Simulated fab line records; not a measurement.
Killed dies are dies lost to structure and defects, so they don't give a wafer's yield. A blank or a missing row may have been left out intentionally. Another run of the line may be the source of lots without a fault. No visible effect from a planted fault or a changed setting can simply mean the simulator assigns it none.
fab line records | flow sky130
record: lots: 12 wafers: 36 last_day: 50
route steps=708 shown CONTACT@421 METAL1@451 VIA1@458 PAD_OPEN@708
lots that met no fault: taken from a fault-free run of the same line
start_h: the number of hours between the record's first day and the start of the first shown wafer of the lot | wait_h: hours elapsed since this lot's preceding step | " same as the row above | L1.1+2: a row that stands for several wafers | - no value present, or no start provided | * or withheld: withheld | < > ~ a bound
route shown NAME@n: names a module that has steps shown in the file, with the first one's number in the route | usual: average and standard deviation across the fault-free wafers | same: alike in all rows | chamber/n: place in a boat | sites: readings site by site | _std_site: their standard deviation | _edge_site: inner sites' mean taken away from outer sites' mean | radius_mm: for every site, how far away it sits from the centre of the wafer | mask NAME#n: copy n | behind: the last tool/chamber to shape the wafer | hold: reason for holding the lot/hours on hold/outcome of the hold | device: names the non-switching transistor (n, p or np) | end of line: tests of these same wafers at the route's end | step lacking rows: just its recipe | killed: the dies lost at the first sort to structure and to defects; this is not the yield of the wafer | map: a wafer's dies, marking killed ones x, the rest . and places with no die _
set.NAME: the run value of the setting; set.NAME@STEP: its run value at that earlier step | model.NAME: the simulator's own value behind a step, which no gauge read
a sample of lots followed through the steps of the route, with each step as a table and each wafer as a row
services: a tool's chamber out of use, with start hour (start_h, from the record's first day; less than 0 if before it), hours out, and reason
== steps ==
step: SKY_CONTACT_OVL_MEAS_15
usual: CONTACT_OVL: 3/6.4
columns lot.wafer tool chamber start_h wait_h CONTACT_OVL[nm]
L642.4 overlay-02 - 727.40 0.1 1
L642.5 " - " " -1
L642.6 " - " " 0
L645.1 overlay-01 - 764.06 0.1 1
L645.2 " - " " 1
L645.3 " - " " -4
L647.2 overlay-01 - 783.05 0.1 5
L647.3 " - " " 7
L647.4 " - " " 1
L648.1 overlay-02 - 787.13 0.1 9
L648.5 " - " " 1
L648.6 " - " " 6
L649.1 overlay-01 - 802.16 0.1 2
L649.2 " - " " 0
L649.5 " - " " -2
L651.3 overlay-01 - 808.35 0.1 6
L651.5 " - " " 7
L651.6 " - " " 4
L657.3 overlay-02 - 869.05 0.1 -13
L657.5 " - " " -6
L657.6 " - " " -10
L658.2 overlay-02 - 869.08 0.1 15
L658.4 " - " " 12
L658.5 " - " " 14
L659.4 overlay-01 - 870.97 0.1 -9
L659.5 " - " " -1
L659.6 " - " " -4
L660.1 overlay-02 - 880.19 0.1 -2
L660.5 " - " " 9
L660.6 " - " " 8
L663.1 overlay-01 - 914.01 0.1 4
L663.3 " - " " 7
L663.6 " - " " 4
L664.1 overlay-02 - 918.83 0.1 6
L664.2 " - " " 0
L664.3 " - " " 7
step: SKY_METAL1_DESCUM_17
recipe: chemistry: O2 source_power_w: 150 bias_power_w: 0 pressure_mtorr: 10 temp_c: 40 time_s: 8
usual: drypump_motor_current_A: 5.7/0.39 oes_product_au: 0.999/0.0089
columns lot.wafer tool chamber start_h wait_h drypump_motor_current_A oes_product_au rf_hours_counter_h
L642.4 rie_metal-02 0 755.78 0.0 4.9 1.013 -
L642.5 " 0 " " 4.9 1.005 -
L642.6 " 1 " " 5.8 1.024 -
L645.1 rie_metal-02 0 792.07 0.0 4.9 0.997 10
L645.2 " 1 " " 5.8 1.011 15
L645.3 " 0 " " 4.9 0.996 -
L647.2 rie_metal-01 1 811.53 0.0 5.8 1.000 2
L647.3 " 1 " " 5.8 0.992 -
L647.4 " 0 " " 5.9 0.980 -
L648.1 rie_metal-01 1 815.04 0.0 5.8 0.987 3
L648.5 " 1 " " 5.8 0.995 -
L648.6 " 0 " " 5.8 0.995 -
L649.1 rie_metal-02 0 829.99 0.0 4.9 0.998 12
L649.2 " 0 " " 4.9 0.984 -
L649.5 " 0 " " 4.9 0.989 -
L651.3 rie_metal-03 0 835.94 0.0 6.3 1.001 -
L651.5 " 0 " " 6.3 1.004 -
L651.6 " 1 " " 5.7 0.998 -
L657.3 rie_metal-03 1 895.89 0.0 5.7 0.993 -
L657.5 " 0 " " 6.3 1.002 -
L657.6 " 1 " " 5.7 1.006 -
L658.2 rie_metal-02 1 896.23 0.0 5.8 0.995 2
L658.4 " 0 " " 4.9 1.003 -
L658.5 " 0 " " 4.9 0.993 -
L659.4 rie_metal-01 0 898.19 0.0 5.9 0.993 -
L659.5 " 1 " " 5.8 0.981 -
L659.6 " 0 " " 5.9 1.003 -
L660.1 rie_metal-01 1 906.88 0.0 5.8 0.991 6
L660.5 " 1 " " 5.8 0.990 -
L660.6 " 0 " " 5.9 0.999 -
L663.1 rie_metal-02 1 940.08 0.0 5.8 0.996 6
L663.3 " 1 " " 5.8 0.993 -
L663.6 " 1 " " 5.8 1.006 -
L664.1 rie_metal-02 1 945.22 0.0 5.8 0.999 7
L664.2 " 1 " " 5.8 0.985 -
L664.3 " 1 " " 5.8 0.999 -
step: SKY_VIA1_HDPCVD_00
recipe: material: SiO2 target_thk_nm: 1030 sigma_open_frac: 0.3 time_s: 171.7 temp_c: 400 sih4_flow_sccm: 60 pressure_mtorr: 6
usual: pressure_mtorr: 5.999/0.012 run_length_s: 199.4/0.39
columns lot.wafer tool chamber start_h wait_h pressure_mtorr run_length_s
L642.4 hdpcvd-01 2 756.65 0.1 5.995 199.3
L642.5 " 0 " " 6.001 199.8
L642.6 " 1 " " 6.013 199.0
L645.1 hdpcvd-01 0 792.88 0.0 5.996 200.0
L645.2 " 1 " " 6.020 199.1
L645.3 " 2 " " 5.998 199.1
L647.2 hdpcvd-01 1 812.33 0.0 - -
L647.3 " 2 " " - -
L647.4 " 2 " " - -
L648.1 hdpcvd-02 0 815.85 0.0 - -
L648.5 " 1 " " - -
L648.6 " 0 " " - -
L649.1 hdpcvd-01 1 830.99 0.0 6.003 199.3
L649.2 " 2 " " 6.010 199.6
L649.5 " 2 " " 5.991 199.3
L651.3 hdpcvd-02 1 836.79 0.0 6.010 199.3
L651.5 " 0 " " 5.998 199.0
L651.6 " 2 " " 5.993 199.5
L657.3 hdpcvd-01 1 896.65 0.0 5.991 199.3
L657.5 " 1 " " 5.990 199.2
L657.6 " 2 " " 5.981 199.9
L658.2 hdpcvd-02 0 897.00 0.0 6.008 199.6
L658.4 " 2 " " 6.004 200.2
L658.5 " 1 " " 5.976 199.4
L659.4 hdpcvd-02 0 899.01 0.1 5.978 198.8
L659.5 " 2 " " 6.009 199.9
L659.6 " 1 " " 5.986 199.3
L660.1 hdpcvd-02 0 907.66 0.0 6.006 199.1
L660.5 " 1 " " 5.995 199.8
L660.6 " 2 " " 5.995 199.8
L663.1 hdpcvd-01 2 941.04 0.0 5.994 199.2
L663.3 " 0 " " 5.998 199.3
L663.6 " 0 " " 5.995 199.7
L664.1 hdpcvd-02 2 946.18 0.0 5.999 199.5
L664.2 " 1 " " 6.003 199.3
L664.3 " 0 " " 5.992 199.1
step: SKY_VIA1_CD_MEAS_12
recipe: target_cd_nm: 150
usual: cd_nm: 150.0/1.3
columns lot.wafer tool chamber start_h wait_h cd_nm
L642.4 cd_sem-02 - 783.62 - 149.5
L642.5 " - " " 150.0
L642.6 " - " " 150.9
L645.1 cd_sem-02 - 819.42 - 150.1
L645.2 " - " " 150.5
L645.3 " - " " 149.1
L647.2 cd_sem-01 - 839.09 - 149.0
L647.3 " - " " 149.0
L647.4 " - " " 150.5
L648.1 cd_sem-01 - 842.11 - 150.5
L648.5 " - " " 150.1
L648.6 " - " " 148.9
L649.1 cd_sem-02 - 856.96 - 148.7
L649.2 " - " " 148.4
L649.5 " - " " 148.3
L651.3 cd_sem-01 - 863.30 - 152.6
L651.5 " - " " 152.9
L651.6 " - " " 152.5
L658.2 cd_sem-01 - 922.24 - 149.6
L658.4 " - " " 150.2
L658.5 " - " " 149.1
L657.3 cd_sem-02 - 922.25 - 151.2
L657.5 " - " " 149.8
L657.6 " - " " 151.0
L659.4 cd_sem-02 - 924.02 - 150.6
L659.5 " - " " 150.3
L659.6 " - " " 151.5
L660.1 cd_sem-02 - 933.01 - 149.6
L660.5 " - " " 149.5
L660.6 " - " " 149.3
L663.1 cd_sem-01 - 966.51 - 148.6
L663.3 " - " " 147.8
L663.6 " - " " 149.5
L664.1 cd_sem-01 - 971.21 - 150.9
L664.2 " - " " 150.0
L664.3 " - " " 150.6
step: SKY_VIA1_ETCH_15
recipe: target: SiO2 chemistry: C4F8/O2/Ar target_depth_nm: 351 stop_on: TiN mask_material: KrF-thick source_w: 1500 bias_w: 1200 pressure_mtorr: 40 c4f8_flow_sccm: withheld O2_flow_sccm: 6 Ar_flow_sccm: 300 time_s: 54
usual: oes_product_au: 0.981/0.0059
columns lot.wafer tool chamber start_h wait_h oes_product_au rf_hours_counter_h
L642.4 rie_diel-02 0 783.76 0.0 0.980 10
L642.5 " 3 " " 0.985 -
L642.6 " 2 " " 0.980 -
L645.1 rie_diel-01 1 819.62 0.0 0.994 5
L645.2 " 0 " " 0.984 6
L645.3 " 2 " " 0.985 17
L647.2 rie_diel-03 1 839.27 0.0 0.381 24
L647.3 " 3 " " 0.377 18
L647.4 " 0 " " 0.384 18
L648.1 rie_diel-01 2 842.31 0.0 0.381 18
L648.5 " 0 " " 0.375 -
L648.6 " 3 " " 0.371 -
L649.1 rie_diel-02 0 857.16 0.0 0.980 12
L649.2 " 2 " " 0.981 14
L649.5 " 3 " " 0.973 -
L651.3 rie_diel-02 3 863.46 0.0 0.980 9
L651.5 " 2 " " 0.968 -
L651.6 " 3 " " 0.987 -
L657.3 rie_diel-01 3 922.41 0.0 0.969 12
L657.5 " 3 " " 0.972 -
L657.6 " 0 " " 0.974 -
L658.2 rie_diel-03 0 922.42 0.0 0.987 20
L658.4 " 3 " " 0.979 20
L658.5 " 3 " " 0.977 -
L659.4 rie_diel-02 1 924.16 0.0 0.981 26
L659.5 " 1 " " 0.976 -
L659.6 " 0 " " 0.984 -
L660.1 rie_diel-02 0 933.21 0.0 0.987 14
L660.5 " 2 " " 0.979 -
L660.6 " 1 " " 0.979 -
L663.1 rie_diel-01 3 966.71 0.0 0.988 13
L663.3 " 0 " " 0.980 11
L663.6 " 3 " " 0.973 -
L664.1 rie_diel-02 2 971.41 0.0 0.979 17
L664.2 " 0 " " 0.979 15
L664.3 " 1 " " 0.989 27
step: SKY_PAD_OPEN_PROBE_99
usual: defect_limited_yield: 82.7/1.9 killed_at_M0_to_M3: 43/6.6 killed_at_M4_up: 3.1/1.6 killed_at_contacts: 23/5.6 killed_at_front_end: 15/4.2 killed_at_other: 0.2/0.43 killed_dies: 85/9.3 killed_on_rim: 17/3.6 killed_open: 46/6.6 killed_short: 39/6.2 sort_bin_3_pad_short: 0.8/0.37 sort_bin_5_function: 10.2/1.5 sort_bin_6_memory: 6.2/1.1 sort_n_pass: 407/9.3 sort_yield_pct: 82.7/1.9
same: gross_dies: 492 killed_at_back_side: 0 sort_bin_4_leakage[%]: 0 sort_bin_8_speed[%]: 0
columns lot.wafer tool chamber start_h wait_h defect_limited_yield[%] killed_at_M0_to_M3 killed_at_M4_up killed_at_contacts killed_at_front_end killed_at_other killed_dies killed_on_rim killed_open killed_short sort_bin_3_pad_short[%] sort_bin_5_function[%] sort_bin_6_memory[%] sort_n_pass sort_yield_pct[%]
L642.4 prober-02 - 1066.54 0.2 84.3 45 5 12 15 0 77 19 39 38 0.8 7.3 7.5 415 84.3
L642.5 prober-02 - 1066.59 0.2 84.3 46 4 16 11 0 77 17 44 33 0.8 8.7 6.1 415 84.3
L642.6 prober-02 - 1066.64 0.2 82.1 47 5 27 9 0 88 17 45 43 0.8 12.6 4.5 404 82.1
L647.2 prober-01 - 1110.48 0.1 0 478 2 7 5 0 492 96 11 9 24.0 73.4 2.6 0 0
L647.3 prober-01 - 1110.53 0.2 0 487 0 3 2 0 492 96 3 9 24.8 72.0 3.3 0 0
L647.4 prober-01 - 1110.58 0.2 0 482 0 7 3 0 492 96 10 10 20.9 77.6 1.4 0 0
L648.1 prober-02 - 1117.39 0.1 0 480 2 7 3 0 492 96 14 8 23.0 74.6 2.4 0 0
L648.5 prober-02 - 1117.59 0.2 0 482 1 7 2 0 492 96 15 13 28.9 68.3 2.8 0 0
L648.6 prober-02 - 1117.64 0.2 0 485 0 6 1 0 492 96 10 2 22.4 75.4 2.2 0 0
L649.1 prober-01 - 1121.18 0.1 83.7 47 3 21 9 0 80 16 38 42 1.8 9.1 5.3 412 83.7
L649.2 prober-01 - 1121.23 0.1 84.3 36 2 30 9 0 77 14 42 35 0.8 8.7 6.1 415 84.3
L649.5 prober-01 - 1121.38 0.2 84.3 38 4 24 11 0 77 17 42 35 0.8 10.0 4.9 415 84.3
L651.3 prober-02 - 1131.12 0.2 81.5 56 5 14 16 0 91 16 45 46 0.6 12.0 5.9 401 81.5
L651.5 prober-02 - 1131.22 0.2 83.5 44 5 25 7 0 81 17 47 34 1.0 11.0 4.5 411 83.5
L651.6 prober-02 - 1131.27 0.2 80.9 52 4 23 15 0 94 20 62 32 1.2 12.2 5.7 398 80.9
L657.3 prober-02 - 1170.93 0.2 82.5 48 2 21 15 0 86 13 45 41 1.4 8.1 7.9 406 82.5
L657.5 prober-02 - 1171.03 0.2 84.8 28 2 27 18 0 75 16 42 33 0.4 10.6 4.3 417 84.8
L657.6 prober-02 - 1171.08 0.2 83.5 41 5 21 14 0 81 13 40 41 0.8 10.6 5.1 411 83.5
L658.2 prober-02 - 1173.20 0.1 83.3 50 1 16 15 0 82 18 44 38 0.4 10.0 6.3 410 83.3
L658.4 prober-02 - 1173.30 0.2 82.5 40 1 25 20 0 86 12 50 36 1.2 10.6 5.7 406 82.5
L658.5 prober-02 - 1173.35 0.2 82.5 38 4 30 14 0 86 20 50 36 0.6 10.0 6.9 406 82.5
L659.4 prober-01 - 1174.58 0.2 82.1 41 8 24 14 1 88 13 37 51 1.2 12.8 3.9 404 82.1
L659.5 prober-01 - 1174.63 0.2 81.5 57 5 13 16 0 91 16 51 40 1.6 9.6 7.3 401 81.5
L659.6 prober-01 - 1174.68 0.2 83.7 46 2 16 16 0 80 18 46 34 0.6 11.6 4.1 412 83.7
L663.1 prober-02 - 1199.85 0.1 85.6 31 3 22 14 1 71 18 40 31 0.8 9.1 4.5 421 85.6
L663.3 prober-02 - 1199.95 0.2 79.7 48 4 34 13 1 100 17 56 44 0.4 13.4 6.5 392 79.7
L663.6 prober-02 - 1200.10 0.2 84.8 39 2 21 13 0 75 17 42 33 1.0 8.1 6.1 417 84.8
L664.1 prober-02 - 1204.39 0.1 80.9 52 3 22 17 0 94 17 50 44 0.4 12.0 6.7 398 80.9
L664.2 prober-02 - 1204.44 0.1 86.4 39 6 15 7 0 67 14 41 26 0 7.7 5.9 425 86.4
L664.3 prober-02 - 1204.49 0.2 84.3 40 3 21 13 0 77 16 42 35 0.8 7.7 7.1 415 84.3
killed by level:class
L642.4 VIA1:geometric_particle:open=14 METAL1:geometric_particle:short=10 VIA3:geometric_particle:open=7 CONTACT:geometric_particle:open=6 POLY_GATE:geometric_particle:short=4 VIA2:geometric_particle:short=4 VIA3:geometric_particle:short=4 METAL4:geometric_particle:short=4
L642.5 VIA1:geometric_particle:open=11 VIA3:geometric_particle:open=8 LI_CONTACT:geometric_particle:open=7 VIA2:geometric_particle:open=7 METAL1:geometric_particle:short=5 VIA1:geometric_particle:short=5 METAL4:geometric_particle:short=4 POLY_GATE:geometric_particle:open=3
L642.6 LI_CONTACT:geometric_particle:open=13 VIA1:geometric_particle:open=11 FIELD_ISO:geometric_particle:short=6 METAL1:geometric_particle:short=6 VIA3:geometric_particle:open=5 CONTACT:geometric_particle:open=5 CONTACT:geometric_particle:short=5 VIA1:geometric_particle:short=5
L647.2 VIA1:lost_pattern=470 FIELD_ISO:geometric_particle:open=3 LI_CONTACT:geometric_particle:open=2 CONTACT:geometric_particle:open=2 CONTACT:geometric_particle:short=2 VIA2:geometric_particle:open=2 METAL4:geometric_particle:short=2 VIA1:area_hdpcvd=2
L647.3 VIA1:lost_pattern=474 VIA1:area_hdpcvd=6 METAL1:geometric_particle:short=2 POLY_GATE:geometric_particle:short=1 POLY_GATE:geometric_particle:open=1 LI_CONTACT:geometric_particle:short=1 LOCAL_INTERCONNECT:geometric_particle:short=1 CONTACT:geometric_particle:short=1
L647.4 VIA1:lost_pattern=471 CONTACT:geometric_particle:short=3 METAL2:geometric_particle:short=2 VIA1:geometric_particle:open=2 LI_CONTACT:geometric_particle:open=2 METAL1:geometric_particle:short=2 FIELD_ISO:geometric_particle:open=1 FIELD_ISO:geometric_particle:short=1
L648.1 VIA1:lost_pattern=469 LI_CONTACT:geometric_particle:open=4 VIA3:geometric_particle:open=4 CONTACT:geometric_particle:open=2 METAL1:geometric_particle:open=2 METAL4:geometric_particle:short=2 POLY_GATE:geometric_particle:short=1 FIELD_ISO:geometric_particle:short=1
L648.5 VIA1:lost_pattern=463 VIA1:geometric_particle:open=4 VIA2:geometric_particle:open=4 CONTACT:geometric_particle:open=3 METAL1:geometric_particle:short=3 LI_CONTACT:geometric_particle:open=2 METAL2:geometric_particle:short=2 VIA1:geometric_particle:short=2
L648.6 VIA1:lost_pattern=477 CONTACT:geometric_particle:open=3 VIA1:area_hdpcvd=3 LI_CONTACT:geometric_particle:open=2 VIA2:geometric_particle:open=2 POLY_GATE:geometric_particle:short=1 LOCAL_INTERCONNECT:geometric_particle:open=1 VIA1:geometric_particle:open=1
L649.1 VIA3:geometric_particle:open=10 VIA1:geometric_particle:open=7 VIA2:geometric_particle:open=6 VIA1:geometric_particle:short=6 METAL2:geometric_particle:short=6 LI_CONTACT:geometric_particle:open=5 LOCAL_INTERCONNECT:geometric_particle:short=5 CONTACT:geometric_particle:short=5
L649.2 LI_CONTACT:geometric_particle:open=14 CONTACT:geometric_particle:open=7 VIA1:geometric_particle:open=7 METAL2:geometric_particle:short=6 VIA3:geometric_particle:open=5 LOCAL_INTERCONNECT:geometric_particle:short=4 METAL1:geometric_particle:short=4 VIA1:geometric_particle:short=4
L649.5 VIA1:geometric_particle:open=11 CONTACT:geometric_particle:open=9 VIA2:geometric_particle:open=8 LOCAL_INTERCONNECT:geometric_particle:short=5 CONTACT:geometric_particle:short=5 FIELD_ISO:geometric_particle:short=4 LI_CONTACT:geometric_particle:open=4 METAL1:geometric_particle:short=4
L651.3 VIA1:geometric_particle:open=10 VIA1:geometric_particle:short=9 METAL1:geometric_particle:short=8 VIA2:geometric_particle:open=7 VIA3:geometric_particle:open=7 VIA3:geometric_particle:short=6 POLY_GATE:geometric_particle:short=5 LI_CONTACT:geometric_particle:short=5
L651.5 CONTACT:geometric_particle:open=11 VIA1:geometric_particle:open=10 LI_CONTACT:geometric_particle:open=9 VIA2:geometric_particle:open=8 VIA1:geometric_particle:short=5 METAL4:geometric_particle:short=5 VIA3:geometric_particle:open=5 METAL2:geometric_particle:short=4
L651.6 VIA1:geometric_particle:open=18 VIA2:geometric_particle:open=12 CONTACT:geometric_particle:open=9 LI_CONTACT:geometric_particle:open=8 FIELD_ISO:geometric_particle:open=5 METAL2:geometric_particle:short=5 FIELD_ISO:geometric_particle:short=4 METAL1:geometric_particle:short=4
L657.3 VIA1:geometric_particle:open=13 CONTACT:geometric_particle:open=6 VIA2:geometric_particle:open=6 FIELD_ISO:geometric_particle:open=5 LI_CONTACT:geometric_particle:open=5 CONTACT:geometric_particle:short=5 VIA1:geometric_particle:short=5 VIA3:geometric_particle:open=5
L657.5 VIA1:geometric_particle:open=9 LI_CONTACT:geometric_particle:open=7 CONTACT:geometric_particle:open=7 CONTACT:geometric_particle:short=7 FIELD_ISO:geometric_particle:open=5 POLY_GATE:geometric_particle:open=4 METAL2:geometric_particle:short=4 VIA3:geometric_particle:open=4
L657.6 VIA1:geometric_particle:short=10 VIA1:geometric_particle:open=9 LI_CONTACT:geometric_particle:open=7 CONTACT:geometric_particle:open=6 METAL2:geometric_particle:short=6 CONTACT:geometric_particle:short=5 METAL1:geometric_particle:short=5 VIA2:geometric_particle:open=5
L658.2 VIA1:geometric_particle:open=13 VIA2:geometric_particle:open=9 VIA1:geometric_particle:short=6 VIA3:geometric_particle:open=6 METAL1:geometric_particle:short=5 FIELD_ISO:geometric_particle:short=4 POLY_GATE:geometric_particle:open=4 LOCAL_INTERCONNECT:geometric_particle:short=4
L658.4 VIA1:geometric_particle:open=13 FIELD_ISO:geometric_particle:open=7 CONTACT:geometric_particle:short=6 CONTACT:geometric_particle:open=6 METAL1:geometric_particle:short=6 VIA3:geometric_particle:open=6 FIELD_ISO:geometric_particle:short=5 VIA2:geometric_particle:open=5
L658.5 CONTACT:geometric_particle:open=14 VIA1:geometric_particle:open=8 METAL1:geometric_particle:short=7 VIA2:geometric_particle:open=7 LI_CONTACT:geometric_particle:open=6 CONTACT:geometric_particle:short=5 POLY_GATE:geometric_particle:open=4 VIA3:geometric_particle:open=4
L659.4 VIA1:geometric_particle:open=10 METAL2:geometric_particle:short=8 LI_CONTACT:geometric_particle:open=7 METAL1:geometric_particle:short=6 CONTACT:geometric_particle:open=6 FIELD_ISO:geometric_particle:short=5 POLY_GATE:geometric_particle:short=5 LOCAL_INTERCONNECT:geometric_particle:short=5
L659.5 VIA3:geometric_particle:open=13 VIA1:geometric_particle:open=9 METAL1:geometric_particle:short=8 FIELD_ISO:geometric_particle:short=7 VIA2:geometric_particle:open=7 METAL2:geometric_particle:short=6 CONTACT:geometric_particle:open=5 LI_CONTACT:geometric_particle:open=5
L659.6 VIA1:geometric_particle:open=15 VIA3:geometric_particle:open=7 FIELD_ISO:geometric_particle:short=6 LI_CONTACT:geometric_particle:open=5 VIA2:geometric_particle:open=5 CONTACT:geometric_particle:short=4 METAL2:geometric_particle:short=4 VIA3:geometric_particle:short=4
L663.1 LI_CONTACT:geometric_particle:open=7 CONTACT:geometric_particle:short=7 VIA1:geometric_particle:open=7 FIELD_ISO:geometric_particle:open=5 CONTACT:geometric_particle:open=5 FIELD_ISO:geometric_particle:short=4 POLY_GATE:geometric_particle:open=4 METAL2:geometric_particle:short=4
L663.3 VIA1:geometric_particle:open=16 CONTACT:geometric_particle:open=11 LI_CONTACT:geometric_particle:open=9 VIA2:geometric_particle:open=9 LOCAL_INTERCONNECT:geometric_particle:short=7 FIELD_ISO:geometric_particle:open=4 CONTACT:geometric_particle:short=4 METAL1:geometric_particle:short=4
L663.6 VIA1:geometric_particle:open=10 FIELD_ISO:geometric_particle:open=6 VIA2:geometric_particle:open=6 LI_CONTACT:geometric_particle:open=5 CONTACT:geometric_particle:open=5 VIA3:geometric_particle:open=5 LI_CONTACT:geometric_particle:short=4 CONTACT:geometric_particle:short=4
L664.1 CONTACT:geometric_particle:open=11 METAL2:geometric_particle:short=11 VIA1:geometric_particle:open=8 VIA2:geometric_particle:open=8 FIELD_ISO:geometric_particle:short=5 LI_CONTACT:geometric_particle:open=5 METAL1:geometric_particle:short=5 VIA1:geometric_particle:short=5
L664.2 VIA1:geometric_particle:open=10 VIA3:geometric_particle:open=9 CONTACT:geometric_particle:open=6 METAL4:geometric_particle:short=5 LOCAL_INTERCONNECT:geometric_particle:short=4 VIA1:geometric_particle:short=4 FIELD_ISO:geometric_particle:open=3 METAL2:geometric_particle:open=3
L664.3 VIA2:geometric_particle:open=11 CONTACT:geometric_particle:open=8 VIA1:geometric_particle:open=7 POLY_GATE:geometric_particle:short=7 CONTACT:geometric_particle:short=6 METAL2:geometric_particle:short=5 LI_CONTACT:geometric_particle:open=4 VIA3:geometric_particle:open=4
== services ==
columns tool chamber start_h hours kind
rie_diel-02 2 749.53 5.1 repair
rie_metal-03 0 752.54 8.0 repair
rie_metal-02 1 818.03 - clean
rie_metal-02 1 818.03 19.3 scheduled_down
rie_metal-02 1 818.03 19.3 vent_cycle
rie_diel-02 0 825.03 2.8 repair
hdpcvd-01 - 841.12 1.1 repair
rie_diel-03 1 859.56 - clean
rie_diel-03 1 859.56 22.6 scheduled_down
rie_diel-03 1 859.56 22.6 vent_cycle
rie_diel-01 1 862.78 9.1 repair
rie_diel-02 3 881.37 9.0 repair
rie_metal-03 - 881.98 1.2 repair
rie_metal-02 0 898.25 75.1 repair
hdpcvd-01 - 907.66 1.2 repair
hdpcvd-01 - 950.25 15.0 pm
hdpcvd-01 0 950.25 15.0 vent_cycle
hdpcvd-01 1 950.25 15.0 vent_cycle
hdpcvd-01 2 950.25 15.0 vent_cycle
rie_metal-03 - 953.10 2.8 pm
hdpcvd-01 0 965.25 - clean
hdpcvd-01 1 965.25 - clean
hdpcvd-01 2 965.25 - clean
hdpcvd-02 - 971.23 5.6 repair
== key ==
first_sign: step: SKY_VIA1_HDPCVD_00 reading: tool_record direction: missing
effect: step: SKY_VIA1_ETCH_15 reading: oes_product_au direction: down sigmas: 99+ usual: 0.981 struck: 0.378
effect: step: SKY_PAD_OPEN_PROBE_99 reading: killed_at_M0_to_M3 direction: up sigmas: 66 usual: 43 struck: 482
met_at SKY_VIA1_HDPCVD_00
struck_lots L647,L648
later_rows_left_out L647.2,L647.3,L647.4,L648.1,L648.5,L648.6
not_acting_at SKY_CONTACT_OVL_MEAS_15,SKY_METAL1_DESCUM_17,SKY_VIA1_CD_MEAS_12
onset_between 792.88 812.33
fault: kind: skipped_step_whole tool: hdpcvd-01,hdpcvd-02 chamber: - onset_h: 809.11 steps: SKY_VIA1_HDPCVD_00 scope: struck_lots_only
later_rows_left_out: the simulator's readings of these wafers behind a module that went badly wrong aren't trusted and aren't shown, but for the sort
